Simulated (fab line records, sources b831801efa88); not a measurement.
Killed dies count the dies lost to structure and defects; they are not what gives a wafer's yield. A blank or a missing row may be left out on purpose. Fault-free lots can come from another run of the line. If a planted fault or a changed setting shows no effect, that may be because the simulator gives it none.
Matching of chambers / flow sky130 / SKY_FIELD_ISO_CMP_27 on cmp-02 has 4 sister chambers
The step polishes, stops on Si3N4, t overpolish 16 s, target thk 457.8 nm. 8 wafers are shown with their chamber, then 11 later ones without.

## WAFERS PAIRED WITH THEIR CHAMBERS
wafer=L697.6; chamber=3; motorCurrentA (A)=11.2; timeToEndpointS (s)=120
wafer=L698.6; chamber=2; motorCurrentA (A)=12.1; timeToEndpointS (s)=114
wafer=L700.4; chamber=2; motorCurrentA (A)=11.7; timeToEndpointS (s)=112
wafer=L700.6; chamber=0; motorCurrentA (A)=12.3; timeToEndpointS (s)=113
wafer=L702.3; chamber=1; motorCurrentA (A)=12.1; timeToEndpointS (s)=115
wafer=L702.5; chamber=3; motorCurrentA (A)=11.2; timeToEndpointS (s)=112
wafer=L702.6; chamber=0; motorCurrentA (A)=11.6; timeToEndpointS (s)=114
wafer=L703.2; chamber=1; motorCurrentA (A)=12.5; timeToEndpointS (s)=116

## WAFERS WITHOUT THEIR CHAMBER
wafer=L703.3; motorCurrentA (A)=11.8; timeToEndpointS (s)=114
wafer=L703.6; motorCurrentA (A)=11.7; timeToEndpointS (s)=116
wafer=L709.1; motorCurrentA (A)=10.9; timeToEndpointS (s)=108
wafer=L709.2; motorCurrentA (A)=12.0; timeToEndpointS (s)=108
wafer=L709.6; motorCurrentA (A)=11.9; timeToEndpointS (s)=115
wafer=L711.1; motorCurrentA (A)=10.9; timeToEndpointS (s)=108
wafer=L711.3; motorCurrentA (A)=11.8; timeToEndpointS (s)=107
wafer=L711.6; motorCurrentA (A)=11.7; timeToEndpointS (s)=105
wafer=L712.1; motorCurrentA (A)=11.9; timeToEndpointS (s)=112
wafer=L712.5; motorCurrentA (A)=11.9; timeToEndpointS (s)=110
wafer=L712.6; motorCurrentA (A)=12.0; timeToEndpointS (s)=113

## WHICH CHAMBER EACH WENT THROUGH
wafer=L703.3; from the rows above=can't be placed: 2 or 0 or 1 or 3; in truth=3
wafer=L703.6; from the rows above=can't be placed: 0 or 2 or 3 or 1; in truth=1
wafer=L709.1; from the rows above=can't be placed: 3 or 2 or 0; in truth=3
wafer=L709.2; from the rows above=can't be placed: 2 or 0 or 1 or 3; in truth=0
wafer=L709.6; from the rows above=can't be placed: 0 or 2 or 1 or 3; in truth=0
wafer=L711.1; from the rows above=can't be placed: 3 or 2 or 0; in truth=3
wafer=L711.3; from the rows above=can't be placed: 2 or 0 or 1 or 3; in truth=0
wafer=L711.6; from the rows above=can't be placed: 2 or 0 or 1 or 3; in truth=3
wafer=L712.1; from the rows above=can't be placed: 2 or 0 or 1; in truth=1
wafer=L712.5; from the rows above=can't be placed: 2 or 0 or 1 or 3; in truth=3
wafer=L712.6; from the rows above=can't be placed: 0 or 2 or 1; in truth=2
Correctly placed: 0 of 11. Can't be placed from these rows: 11 (the true chamber is among the candidates in 11). Number placed wrongly: 0.
How it was worked out, from the rows above alone: a wafer's distance from a chamber is the root of the sum, over the readings, of the square of ((its reading less the chamber's mean) divided by the reading's scatter). The wafer belongs to the nearest chamber; if the next one is less than 2 further off, it can't be placed. The mean given for a chamber averages the wafers shown for that chamber. The scatter: the root of (the sum of the squares of (reading less its chamber's mean) over the shown wafers, divided by (wafers less chambers)).
